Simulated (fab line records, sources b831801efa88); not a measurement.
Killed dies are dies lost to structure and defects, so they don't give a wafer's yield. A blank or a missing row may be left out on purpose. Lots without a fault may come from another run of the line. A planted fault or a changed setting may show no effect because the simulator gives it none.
One fault seen from 2 desks | flow sky130 | each desk has only its own numbers; what lay behind them comes last

THE TOOL OWNER'S DESK: rtp_anneal-01
The tool's own readings at SKY_SD_N_RTA_14 (time 2 s): means of the sampled wafers that have a number, for each lot that ran on this tool. A lot is out of limits, marked OUT, if its mean lies more than 4 standard deviations from the usual mean; the brackets give that distance.
Columns: A = lamp_power_pct at SKY_SD_N_RTA_14, usual 15.73 %; B = wafer_temp_C_max at SKY_SD_N_RTA_14, usual 1078.3
lot  | first seen here | A               | B
L894 | day 27 19:15    | 15.79           | 1078.3
L896 | day 28 20:38    | 15.71           | 1078.2
L899 | day 29 15:07    | 15.74           | 1077.4
L910 | day 33 13:07    | 16.44 (+15) OUT | 1102.5 (+17) OUT
L912 | day 33 23:00    | 16.45 (+15) OUT | 1101.4 (+17) OUT
This desk's finding: out of limits on L910, L912; first on L910, day 33 13:07 (lamp_power_pct at SKY_SD_N_RTA_14). In limits: L894, L896, L899.

THE METROLOGY DESK
What the gauges read, lot by lot, whatever tool the lot ran on: means of the sampled wafers that have a number. A lot is out of limits, marked OUT, if its mean lies more than 4 standard deviations from the usual mean; the brackets give that distance.
Columns: A = RES_XHIGH_TW at SKY_RES_XHIGH_TW_MEAS_09, usual 1644; B = SD_N_RS at SKY_SD_N_RS_MEAS_16, usual 68.50 ohm/sq; C = SD_P_RS at SKY_SD_N_RS_MEAS_17, usual 147.0 ohm/sq; D = cd_nm at SKY_LOCAL_INTERCONNECT_CD_MEAS_11, usual 169.6 nm
lot  | first seen here | A    | B               | C               | D
L894 | day 26 13:32    | 1638 | 68.37           | 146.7           | 173.4
L895 | day 27 12:46    | 1638 | 68.71           | 147.2           | 167.1
L896 | day 27 16:06    | 1647 | 68.32           | 146.3           | 170.2
L899 | day 28 10:25    | 1650 | 68.40           | 146.3           | 168.6
L898 | day 28 21:09    | 1633 | 68.39           | 146.6           | 170.8
L901 | day 29 19:34    | 1650 | 68.78           | 147.6           | 169.3
L905 | day 31 05:34    | 1640 | 68.55           | 147.1           | 170.0
L907 | day 31 13:19    | 1639 | 68.42           | 147.0           | 170.6
L910 | day 32 10:13    | 1648 | 64.04 (-32) OUT | 125.9 (-49) OUT | -
L911 | day 32 15:46    | 1647 | 68.59           | 147.2           | 170.1
L912 | day 32 20:01    | 1648 | 63.88 (-33) OUT | 125.5 (-50) OUT | -
This desk's finding: out of limits on L910, L912; first on L910, day 33 13:17 (SD_N_RS at SKY_SD_N_RS_MEAS_16). In limits: L894, L895, L896, L899, L898, L901, L905, L907, L911.

PUT TOGETHER
The tool owner's desk could have raised an alarm at day 33 13:07, on L910, L912.
The metrology desk could have raised an alarm at day 33 13:17, on L910, L912.
Of the lots named, all ran SKY_SD_N_RTA_14 on rtp_anneal-01.

WHAT THE SIMULATOR HAD PUT IN
Process parameter drift: rtp_anneal-01, from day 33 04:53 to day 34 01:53, at SKY_SD_N_RTA_14. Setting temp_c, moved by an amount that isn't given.
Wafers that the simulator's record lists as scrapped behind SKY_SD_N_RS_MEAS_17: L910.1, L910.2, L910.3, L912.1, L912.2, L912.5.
Lots struck among those shown: L910, L912.
Hours from the fault's start to each desk's first reading out of limits: the tool owner's desk, 8; the metrology desk, 8.
